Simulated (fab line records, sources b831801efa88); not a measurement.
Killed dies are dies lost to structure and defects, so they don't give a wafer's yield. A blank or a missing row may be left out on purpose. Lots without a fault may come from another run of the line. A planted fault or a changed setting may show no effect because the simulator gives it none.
fab line records | flow gf180mcu
record lots=24 wafers=72 last_day=34
route steps=602 shown V3@430 M4@461 V4@481 MIM@506 TOP_METAL@570
lots that met no fault: from a run of the same line without faults
start_h: hours from the record's first day to the start of the lot's first wafer shown | wait_h: hours since the lot's step before | " the same as in the row above | L1.1+2: a row that stands for several wafers | - no value, or no start given | * or withheld: withheld | < > ~ a bound
route shown NAME@n: a module of which the file shows steps, and the number in the route of the first | usual: mean/standard deviation of fault-free wafers | same: alike in all rows | chamber/n: place in a boat | sites: the reading at each site | _std_site: their standard deviation | _edge_site: outer sites' mean less inner sites' | radius_mm: how far each site lies from the wafer's centre | mask NAME#n: copy n | behind: the tool/chamber that last shaped the wafer | hold: why the lot was held/for how many hours/how that ended | device: the transistor (n, p or np) that didn't switch | end of line: the same wafers' tests at the end of the route | a step without rows: its recipe alone | killed: dies lost to structure and defects at the first sort, not the wafer's yield | map: a wafer's dies, x killed, . not, _ none there
set.NAME: the setting as run; set.NAME@STEP: as run at that earlier step | model.NAME: the simulator's own value behind a step, which no gauge read
steps of the route over a sample of lots; a table a step, a row a wafer
services: from which hour (start_h, from the record's first day; less than 0 if before it) a tool's chamber was out of use, for how many hours, and why
## steps
# step GF_V3_THK_MEAS_01
# recipe reads=SiO2_of_V3_CVD_00
# usual V3_CVD_00_THK=597/6.2
# columns lot.wafer tool chamber start_h wait_h V3_CVD_00_THK[nm]
L074.1 film_metro-03 - 483.27 0.0 599
L074.4 " - " " 601
L074.6 " - " " 597
L075.1 film_metro-03 - 493.42 0.0 598
L075.2 " - " " 603
L075.5 " - " " 592
L076.1 film_metro-01 - 500.71 0.0 595
L076.5 " - " " 598
L076.6 " - " " 594
L077.1 film_metro-03 - 520.37 0.0 598
L077.2 " - " " 597
L077.6 " - " " 605
L078.2 film_metro-01 - 527.38 0.0 614
L078.4 " - " " 604
L078.6 " - " " 604
L079.1 film_metro-02 - 537.35 0.0 599
L079.5 " - " " 605
L079.6 " - " " 604
L080.3 film_metro-01 - 543.85 0.1 602
L080.4 " - " " 592
L080.6 " - " " 584
L081.2 film_metro-01 - 544.67 0.0 598
L081.3 " - " " 608
L081.4 " - " " 600
L082.3 film_metro-01 - 564.19 0.1 600
L082.5 " - " " 602
L082.6 " - " " 601
L083.1 film_metro-03 - 565.63 0.0 600
L083.3 " - " " 612
L083.5 " - " " 602
L084.1 film_metro-01 - 572.71 0.0 591
L084.3 " - " " 598
L084.4 " - " " 592
L085.1 film_metro-03 - 583.24 0.0 580
L085.5 " - " " 593
L085.6 " - " " 587
L086.1 film_metro-01 - 593.24 0.0 614
L086.2 " - " " 599
L086.5 " - " " 599
L087.3 film_metro-03 - 603.19 0.1 596
L087.4 " - " " 604
L087.5 " - " " 593
L088.1 film_metro-01 - 620.37 0.0 596
L088.2 " - " " 594
L088.6 " - " " 598
L089.1 film_metro-02 - 622.39 0.0 594
L089.4 " - " " 598
L089.5 " - " " 596
L090.2 film_metro-02 - 627.14 0.0 589
L090.3 " - " " 591
L090.4 " - " " 590
L091.2 film_metro-02 - 633.62 0.0 593
L091.3 " - " " 592
L091.5 " - " " 597
L092.2 film_metro-01 - 645.02 0.0 599
L092.4 " - " " 602
L092.6 " - " " 597
L093.1 film_metro-02 - 645.54 0.1 606
L093.2 " - " " 596
L093.4 " - " " 596
L094.1 film_metro-01 - 652.03 0.0 601
L094.3 " - " " 587
L094.5 " - " " 598
L095.1 film_metro-01 - 658.21 0.0 587
L095.3 " - " " 586
L095.6 " - " " 586
L096.1 film_metro-03 - 661.89 0.0 606
L096.2 " - " " 598
L096.5 " - " " 598
L097.1 film_metro-02 - 670.29 0.0 597
L097.2 " - " " 607
L097.6 " - " " 602
# step GF_M4_RS_MEAS_05
# recipe thk_meas_gauge=four-point-probe reads=TiN_of_M4_SPUTTER_04+Ti_of_M4_SPUTTER_03+AlCu_of_M4_SPUTTER_02+TiN_of_M4_SPUTTER_01+Ti_of_M4_SPUTTER_00
# usual M4_ALCU_RS=0.0694/0.00064
# columns lot.wafer tool chamber start_h wait_h M4_ALCU_RS[ohm/sq]
L074.1 film_metro-02 - 509.21 0.0 0.0696
L074.4 " - " " 0.0700
L074.6 " - " " 0.0696
L075.1 film_metro-01 - 518.34 0.0 0.0693
L075.2 " - " " 0.0686
L075.5 " - " " 0.0685
L076.1 film_metro-01 - 526.35 0.0 0.0686
L076.5 " - " " 0.0697
L076.6 " - " " 0.0694
L077.1 film_metro-02 - 545.74 0.0 0.0694
L077.2 " - " " 0.0696
L077.6 " - " " 0.0695
L078.2 film_metro-04 - 552.54 0.0 0.0700
L078.4 " - " " 0.0711
L078.6 " - " " 0.0696
L079.1 film_metro-01 - 562.13 0.0 0.0695
L079.5 " - " " 0.0695
L079.6 " - " " 0.0698
L080.3 film_metro-04 - 568.35 0.1 0.0695
L080.4 " - " " 0.0700
L080.6 " - " " 0.0695
L081.2 film_metro-01 - 569.36 0.0 0.0699
L081.3 " - " " 0.0697
L081.4 " - " " 0.0703
L082.3 film_metro-01 - 588.16 0.1 0.0696
L082.5 " - " " 0.0685
L082.6 " - " " 0.0693
L083.1 film_metro-01 - 589.41 0.0 0.0686
L083.3 " - " " 0.0681
L083.5 " - " " 0.0684
L084.1 film_metro-04 - 596.57 0.0 0.0697
L084.3 " - " " 0.0695
L084.4 " - " " 0.0692
L085.1 film_metro-01 - 606.70 0.0 0.0693
L085.5 " - " " 0.0694
L085.6 " - " " 0.0697
L086.1 film_metro-01 - 616.77 0.0 0.0705
L086.2 " - " " 0.0702
L086.5 " - " " 0.0695
L087.3 film_metro-04 - 626.85 0.1 0.0708
L087.4 " - " " 0.0691
L087.5 " - " " 0.0698
L088.1 film_metro-01 - 642.76 0.0 0.0698
L088.2 " - " " 0.0701
L088.6 " - " " 0.0694
L089.1 film_metro-04 - 644.01 0.0 0.0700
L089.4 " - " " 0.0696
L089.5 " - " " 0.0694
L090.2 film_metro-01 - 649.18 0.0 0.0687
L090.3 " - " " 0.0688
L090.4 " - " " 0.0685
L091.2 film_metro-02 - 655.45 0.0 0.0690
L091.3 " - " " 0.0697
L091.5 " - " " 0.0697
L092.2 film_metro-04 - 667.23 0.0 0.0697
L092.4 " - " " 0.0710
L092.6 " - " " 0.0702
L093.1 film_metro-02 - 667.31 0.0 0.0683
L093.2 " - " " 0.0693
L093.4 " - " " 0.0693
L094.1 film_metro-01 - 674.26 0.0 0.0690
L094.3 " - " " 0.0681
L094.5 " - " " 0.0686
L095.1 film_metro-04 - 679.39 0.0 0.0687
L095.3 " - " " 0.0690
L095.6 " - " " 0.0691
L096.1 film_metro-04 - 683.29 0.0 0.0691
L096.2 " - " " 0.0694
L096.5 " - " " 0.0694
L097.1 film_metro-01 - 691.31 0.0 0.0684
L097.2 " - " " 0.0699
L097.6 " - " " 0.0691
# step GF_V4_BOW_MEAS_05
# recipe mode=bow
# usual V4_BOW=131/10
# columns lot.wafer tool chamber start_h wait_h V4_BOW[um]
L074.1 film_metro-03 - 533.78 0.1 142
L074.4 " - " " 150
L074.6 " - " " 146
L075.1 film_metro-02 - 541.95 0.2 132
L075.2 " - " " 147
L075.5 " - " " 126
L076.1 film_metro-02 - 550.20 0.1 137
L076.5 " - " " 140
L076.6 " - " " 148
L077.1 film_metro-03 - 569.13 0.2 145
L077.2 " - " " 132
L077.6 " - " " 125
L078.2 film_metro-03 - 576.06 0.1 123
L078.4 " - " " 122
L078.6 " - " " 117
L079.1 film_metro-04 - 584.86 0.1 135
L079.5 " - " " 127
L079.6 " - " " 143
L080.3 film_metro-02 - 591.52 0.3 123
L080.4 " - " " 124
L080.6 " - " " 132
L081.2 film_metro-02 - 592.48 0.2 126
L081.3 " - " " 123
L081.4 " - " " 134
L082.3 film_metro-03 - 610.13 0.1 137
L082.5 " - " " 133
L082.6 " - " " 145
L083.1 film_metro-02 - 611.17 0.1 135
L083.3 " - " " 129
L083.5 " - " " 129
L084.1 film_metro-03 - 618.59 0.1 132
L084.3 " - " " 130
L084.4 " - " " 146
L085.1 film_metro-02 - 628.33 0.2 145
L085.5 " - " " 134
L085.6 " - " " 144
L086.1 film_metro-04 - 637.54 0.1 113
L086.2 " - " " 110
L086.5 " - " " 105
L087.3 film_metro-02 - 647.88 0.2 117
L087.4 " - " " 127
L087.5 " - " " 139
L088.1 film_metro-04 - 663.92 0.2 124
L088.2 " - " " 135
L088.6 " - " " 139
L089.1 film_metro-03 - 664.88 0.2 128
L089.4 " - " " 113
L089.5 " - " " 130
L090.2 film_metro-03 - 670.29 0.1 140
L090.3 " - " " 137
L090.4 " - " " 121
L091.2 film_metro-02 - 675.51 0.2 133
L091.3 " - " " 126
L091.5 " - " " 128
L092.2 film_metro-04 - 687.37 0.2 123
L092.4 " - " " 123
L092.6 " - " " 112
L093.1 film_metro-03 - 687.65 0.1 129
L093.2 " - " " 137
L093.4 " - " " 144
L094.1 film_metro-03 - 694.72 0.2 132
L094.3 " - " " 130
L094.5 " - " " 128
L095.1 film_metro-03 - 699.79 0.1 128
L095.3 " - " " 133
L095.6 " - " " 131
L096.1 film_metro-03 - 703.18 0.1 146
L096.2 " - " " 139
L096.5 " - " " 139
L097.1 film_metro-02 - 710.74 0.2 145
L097.2 " - " " 137
L097.6 " - " " 119
# step GF_MIM_SPUTTER_03
# recipe material=Ti target_thk_nm=10 substrate_temp_c=300 chamber_pressure_pa=0.3 power_w=3000 time_s=6.7
# usual throttle_valve_pct=30.2/0.76
# columns lot.wafer tool chamber start_h wait_h throttle_valve_pct
L074.1 pvd_sputter-03 - 558.25 0.0 30.2
L074.4 " - " " 30.0
L074.6 " - " " 30.8
L075.1 pvd_sputter-03 - 566.30 0.0 30.1
L075.2 " - " " 30.2
L075.5 " - " " 31.1
L076.1 pvd_sputter-04 - 574.01 0.0 30.7
L076.5 " - " " 28.7
L076.6 " - " " 29.5
L077.1 pvd_sputter-01 - 592.03 0.0 32.0
L077.2 " - " " 30.4
L077.6 " - " " 30.0
L078.2 pvd_sputter-03 - 599.59 0.0 30.2
L078.4 " - " " 29.9
L078.6 " - " " 29.8
L079.1 pvd_sputter-01 - 607.91 0.0 31.1
L079.5 " - " " 31.2
L079.6 " - " " 30.6
L080.3 pvd_sputter-03 - 614.45 0.0 31.3
L080.4 " - " " 29.9
L080.6 " - " " 29.7
L081.2 pvd_sputter-03 - 615.41 0.0 29.8
L081.3 " - " " 30.2
L081.4 " - " " 31.1
L082.3 pvd_sputter-03 - 632.15 0.0 30.2
L082.5 " - " " 30.2
L082.6 " - " " 29.8
L083.1 pvd_sputter-01 - 633.43 0.0 31.0
L083.3 " - " " 29.7
L083.5 " - " " 31.2
L084.1 pvd_sputter-04 - 640.80 0.0 28.5
L084.3 " - " " 29.7
L084.4 " - " " 30.5
L085.1 pvd_sputter-01 - 650.18 0.0 31.4
L085.5 " - " " 29.9
L085.6 " - " " 31.9
L086.1 pvd_sputter-01 - 658.45 0.0 31.5
L086.2 " - " " 29.8
L086.5 " - " " 30.9
L087.3 pvd_sputter-03 - 668.61 0.0 29.9
L087.4 " - " " 31.0
L087.5 " - " " 31.3
L088.1 pvd_sputter-04 - 684.46 0.0 29.7
L088.2 " - " " 30.5
L088.6 " - " " 28.5
L089.1 pvd_sputter-04 - 685.40 0.0 28.3
L089.4 " - " " 30.6
L089.5 " - " " 30.3
L090.2 pvd_sputter-04 - 690.65 0.0 29.8
L090.3 " - " " 28.6
L090.4 " - " " 30.6
L091.2 pvd_sputter-03 - 696.30 0.0 29.3
L091.3 " - " " 29.9
L091.5 " - " " 30.2
L092.2 pvd_sputter-03 - 707.79 0.0 30.9
L092.4 " - " " 30.1
L092.6 " - " " 30.0
L093.1 pvd_sputter-01 - 708.75 0.0 29.9
L093.2 " - " " 31.8
L093.4 " - " " 30.4
L094.1 pvd_sputter-03 - 715.24 0.0 31.1
L094.3 " - " " 30.2
L094.5 " - " " 29.7
L095.1 pvd_sputter-01 - 720.02 0.0 29.9
L095.3 " - " " 30.4
L095.6 " - " " 30.8
L096.1 pvd_sputter-01 - 722.77 0.0 29.7
L096.2 " - " " 30.9
L096.5 " - " " 30.2
L097.1 pvd_sputter-03 - 729.91 0.0 30.0
L097.2 " - " " 30.3
L097.6 " - " " 30.2
# step GF_TOP_METAL_SPUTTER_03
# recipe material=Ti target_thk_nm=5 substrate_temp_c=300 chamber_pressure_pa=0.3 power_w=3000 time_s=3.3
# usual throttle_valve_pct=30.5/0.62
# columns lot.wafer tool chamber start_h wait_h throttle_valve_pct
L074.1 pvd_sputter-03 - 626.11 0.0 29.9
L074.4 " - " " 30.8
L074.6 " - " " 30.1
L075.1 pvd_sputter-03 - 633.04 0.0 31.1
L075.2 " - " " 29.6
L075.5 " - " " 29.7
L076.1 pvd_sputter-02 - 639.90 0.0 31.1
L076.5 " - " " 30.7
L076.6 " - " " 30.7
L077.1 pvd_sputter-02 - 657.42 0.0 30.5
L077.2 " - " " 29.8
L077.6 " - " " 30.1
L078.2 pvd_sputter-01 - 671.28 0.0 31.8
L078.4 " - " " 29.9
L078.6 " - " " 30.1
L079.1 pvd_sputter-03 - 671.75 0.0 30.0
L079.5 " - " " 30.8
L079.6 " - " " 30.3
L080.3 pvd_sputter-01 - 676.40 0.0 29.7
L080.4 " - " " 30.2
L080.6 " - " " 30.5
L081.2 pvd_sputter-02 - 677.70 0.0 30.4
L081.3 " - " " 30.7
L081.4 " - " " 29.7
L082.3 pvd_sputter-01 - 693.99 0.0 31.1
L082.5 " - " " 29.8
L082.6 " - " " 31.1
L083.1 pvd_sputter-02 - 694.59 0.0 31.0
L083.3 " - " " 30.5
L083.5 " - " " 29.6
L084.1 pvd_sputter-01 - 702.14 0.0 29.6
L084.3 " - " " 30.2
L084.4 " - " " 31.0
L085.1 pvd_sputter-03 - 709.93 0.0 29.5
L085.5 " - " " 29.7
L085.6 " - " " 30.2
L086.1 pvd_sputter-01 - 718.87 0.0 30.6
L086.2 " - " " 31.2
L086.5 " - " " 30.8
L087.3 pvd_sputter-01 - 727.47 0.0 29.6
L087.4 " - " " 30.4
L087.5 " - " " 31.0
L088.1 pvd_sputter-02 - 741.68 0.0 30.7
L088.2 " - " " 30.1
L088.6 " - " " 30.5
L089.1 pvd_sputter-02 - 742.95 0.0 30.6
L089.4 " - " " 29.6
L089.5 " - " " 30.4
L090.2 pvd_sputter-01 - 747.59 0.0 29.9
L090.3 " - " " 31.0
L090.4 " - " " 30.3
L091.2 pvd_sputter-02 - 753.73 0.0 30.8
L091.3 " - " " 30.3
L091.5 " - " " 30.7
L092.2 pvd_sputter-01 - 762.00 0.0 31.1
L092.4 " - " " 30.5
L092.6 " - " " 29.8
L093.1 pvd_sputter-02 - 763.30 0.0 30.6
L093.2 " - " " 30.7
L093.4 " - " " 29.7
L094.1 pvd_sputter-03 - 778.73 0.0 30.1
L094.3 " - " " 29.7
L094.5 " - " " 30.2
L096.1 pvd_sputter-01 - 779.08 0.0 30.4
L096.2 " - " " 31.7
L096.5 " - " " 31.1
L095.1 pvd_sputter-03 - 779.24 0.0 30.2
L095.3 " - " " 30.1
L095.6 " - " " 29.7
L097.1 pvd_sputter-01 - 782.77 0.0 30.6
L097.2 " - " " 31.0
L097.6 " - " " 30.5
# step GF_TOP_METAL_OVL_MEAS_15
# usual TOP_METAL_OVL=0.0/1.4
# columns lot.wafer tool chamber start_h wait_h TOP_METAL_OVL[nm]
L074.1 overlay-02 - 646.13 0.1 -1.6
L074.4 " - " " -3.5
L074.6 " - " " -2.8
L075.1 overlay-02 - 652.69 0.1 1.2
L075.2 " - " " -0.1
L075.5 " - " " 1.0
L076.1 overlay-01 - 659.83 0.1 -0.5
L076.5 " - " " -1.0
L076.6 " - " " 0.1
L077.1 overlay-01 - 677.09 0.1 -0.5
L077.2 " - " " -0.9
L077.6 " - " " -1.6
L078.2 overlay-01 - 689.90 0.1 -3.6
L078.4 " - " " -2.1
L078.6 " - " " -2.8
L079.1 overlay-01 - 690.64 0.1 1.0
L079.5 " - " " 0.7
L079.6 " - " " 1.0
L080.3 overlay-01 - 695.35 0.1 1.0
L080.4 " - " " 2.3
L080.6 " - " " 1.1
L081.2 overlay-01 - 696.10 0.1 -0.8
L081.3 " - " " 0.6
L081.4 " - " " 0.1
L082.3 overlay-02 - 712.11 0.1 0.1
L082.5 " - " " -0.5
L082.6 " - " " -0.8
L083.1 overlay-02 - 713.23 0.1 -1.3
L083.3 " - " " -1.8
L083.5 " - " " 0.0
L084.1 overlay-01 - 719.64 0.1 1.1
L084.3 " - " " 0.4
L084.4 " - " " 1.0
L085.1 overlay-02 - 728.04 0.1 0.1
L085.5 " - " " 1.3
L085.6 " - " " 0.8
L086.1 overlay-01 - 736.33 0.1 -0.9
L086.2 " - " " 0.3
L086.5 " - " " -0.9
L087.3 overlay-01 - 744.47 0.1 0.2
L087.4 " - " " -1.6
L087.5 " - " " -1.0
L088.1 overlay-01 - 758.23 0.1 -1.8
L088.2 " - " " -0.8
L088.6 " - " " -2.1
L089.1 overlay-02 - 759.10 0.1 2.8
L089.4 " - " " 3.1
L089.5 " - " " 1.1
L090.2 overlay-01 - 763.49 0.1 1.5
L090.3 " - " " 1.1
L090.4 " - " " -1.9
L091.2 overlay-01 - 769.09 0.1 0.5
L091.3 " - " " 0.0
L091.5 " - " " 0.7
L092.2 overlay-01 - 778.09 0.1 -1.8
L092.4 " - " " 1.0
L092.6 " - " " 1.3
L093.1 overlay-01 - 779.32 0.1 1.6
L093.2 " - " " -0.4
L093.4 " - " " 0.1
L094.1 overlay-01 - 794.53 0.1 3.0
L094.3 " - " " 2.5
L094.5 " - " " 2.1
L096.1 overlay-02 - 794.83 0.1 -0.3
L096.2 " - " " -1.3
L096.5 " - " " 1.5
L095.1 overlay-02 - 795.48 0.1 0.4
L095.3 " - " " 2.1
L095.6 " - " " -0.8
L097.1 overlay-02 - 798.13 0.1 -0.8
L097.2 " - " " -0.4
L097.6 " - " " 1.2
## services
# columns tool chamber start_h hours kind
pvd_sputter-03 0 538.09 - consumable_replace:kit
pvd_sputter-03 0 538.09 18.0 scheduled_down
pvd_sputter-03 0 538.09 18.0 vent_cycle
pvd_sputter-03 - 556.92 0.9 repair
pvd_sputter-01 1 607.97 - consumable_replace:kit
pvd_sputter-01 1 607.97 18.0 scheduled_down
pvd_sputter-01 1 607.97 18.0 vent_cycle
pvd_sputter-02 1 677.74 - consumable_replace:kit
pvd_sputter-02 1 677.74 18.0 scheduled_down
pvd_sputter-02 1 677.74 18.0 vent_cycle
pvd_sputter-03 3 678.54 - consumable_replace:kit
pvd_sputter-03 3 678.54 18.0 scheduled_down
pvd_sputter-03 3 678.54 18.0 vent_cycle
pvd_sputter-04 0 695.54 - consumable_replace:kit
pvd_sputter-03 - 710.62 2.9 repair
pvd_sputter-01 0 711.46 - consumable_replace:kit
pvd_sputter-01 0 711.46 18.0 scheduled_down
pvd_sputter-01 0 711.46 18.0 vent_cycle
pvd_sputter-03 - 719.86 1.3 repair
pvd_sputter-03 - 732.28 39.6 repair
pvd_sputter-01 3 775.44 - consumable_replace:kit
pvd_sputter-01 3 775.44 18.0 scheduled_down
pvd_sputter-01 3 775.44 18.0 vent_cycle
pvd_sputter-02 - 778.29 9.2 repair
## key
fault none
